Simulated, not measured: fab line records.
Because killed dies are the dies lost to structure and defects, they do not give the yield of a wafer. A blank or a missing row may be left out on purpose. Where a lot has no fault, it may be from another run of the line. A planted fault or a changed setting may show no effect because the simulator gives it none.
Struck lot and sound lot, side by side :: flow gf180mcu :: 21 out of 602 route steps
Sound: the wafers L695.1, L695.2, L695.6. The struck wafers were L705.3, L705.4, L705.6. Last of all comes the cause.
At each step with rows: each side's tool, then ch and its chambers, then its first start. Under that, the readings that differ: sound wafers :: struck wafers :: difference of the means :: sigmas: that difference in standard deviations of wafers without a fault.
alike: readings with means less than 2 such deviations apart, plus words and numbers identical on both sides. not compared: withheld readings, readings lacking a value on some wafer, bounds such as >300 that could conceal the same value, and numbers that have no deviation in the record and whose values overlap.
The two part at a step that has a row with sigmas, a row that says differs or no value, or rows on one side only. Non-overlapping numbers with no deviation appear without sigmas and do not part them. A reading that every wafer of one side lacks parts them only if that side has two wafers or more.

first, 3 steps without rows for these wafers: GF_NWELL_EXPOSE_04 (exposes mask Nwell, target cd 860 nm); GF_NWELL_PEB_05; GF_NWELL_DEVELOP_06 (develop time 60 s).
GF_NWELL_OVL_MEAS_07:
  sound on overlay-02, day 4 09:52; struck on overlay-02, day 6 18:19
  alike: NWELL_OVL
then, 2 steps without rows for these wafers: GF_NWELL_IMPLANT_08; GF_NWELL_IMPLANT_09.
GF_NWELL_STRIP_10: strips in O2/N2.
  sound on plasma_asher-01 ch 0,1, day 4 10:12; struck on plasma_asher-04 ch 0,1, day 6 18:41
reading: drypump_motor_current_A (A)
sound: 5.87 5.72 5.87
struck: 5.43 5.57 5.58
difference: -0.29
sigmas: -2
  alike: heater_power_w, oes_product_au, strip_time_to_endpoint_s
  not compared: rf_hours_counter_h
GF_NWELL_TW_MEAS_11:
  sound on film_metro-04, day 4 10:18; struck on film_metro-01, day 6 18:46
  alike: NWELL_TW
then, 4 steps without rows for these wafers: GF_LVPWELL_DEHYDRATE_00 (time 60 s); GF_LVPWELL_HMDS_01 (prime time 60 s); GF_LVPWELL_COAT_02 (resist thk 3000 nm); GF_LVPWELL_SOFTBAKE_03.
GF_LVPWELL_EXPOSE_04: exposes mask LVPWELL, target cd 600 nm.
  sound on iline_stepper-01 ch 0, day 4 17:07; struck on iline_stepper-02 ch 0, day 7 02:39
reading: mask
sound: LVPWELL#0 LVPWELL#0 LVPWELL#0
struck: MVSD#0 MVSD#0 MVSD#0
difference: differs
sigmas: 
  alike: reticle_temp_C
then, 2 steps without rows for these wafers: GF_LVPWELL_PEB_05; GF_LVPWELL_DEVELOP_06 (develop time 60 s).
GF_LVPWELL_OVL_MEAS_07:
  sound on overlay-02, day 4 23:58; struck on overlay-01, day 7 08:55
reading: LVPWELL_OVL (nm)
sound: 3.0 0.7 2.1
struck: - - -
difference: no value on the struck wafers
sigmas: 
then, 2 steps without rows for these wafers: GF_LVPWELL_IMPLANT_08; GF_LVPWELL_IMPLANT_09.
GF_LVPWELL_STRIP_10: strips in O2/N2.
  sound on plasma_asher-03 ch 0,1, day 5 00:17; struck on plasma_asher-01 ch 0,1, day 7 09:16
  alike: drypump_motor_current_A, heater_power_w, oes_product_au, strip_time_to_endpoint_s
  not compared: rf_hours_counter_h
GF_LVPWELL_TW_MEAS_11:
  sound on film_metro-04, day 5 00:23; struck on film_metro-04, day 7 09:22
reading: LVPWELL_TW
sound: 558.1 563.1 558.1
struck: 30.0 29.9 30.0
difference: -529.8
sigmas: -99 or more
then, 1 step without rows for these wafers: GF_MVSD_DEHYDRATE_00 (time 60 s).

## WHERE THEY PART
Last at GF_LVPWELL_TW_MEAS_11 as far as this record goes, first at GF_NWELL_STRIP_10.

WHY: what the simulator had put in
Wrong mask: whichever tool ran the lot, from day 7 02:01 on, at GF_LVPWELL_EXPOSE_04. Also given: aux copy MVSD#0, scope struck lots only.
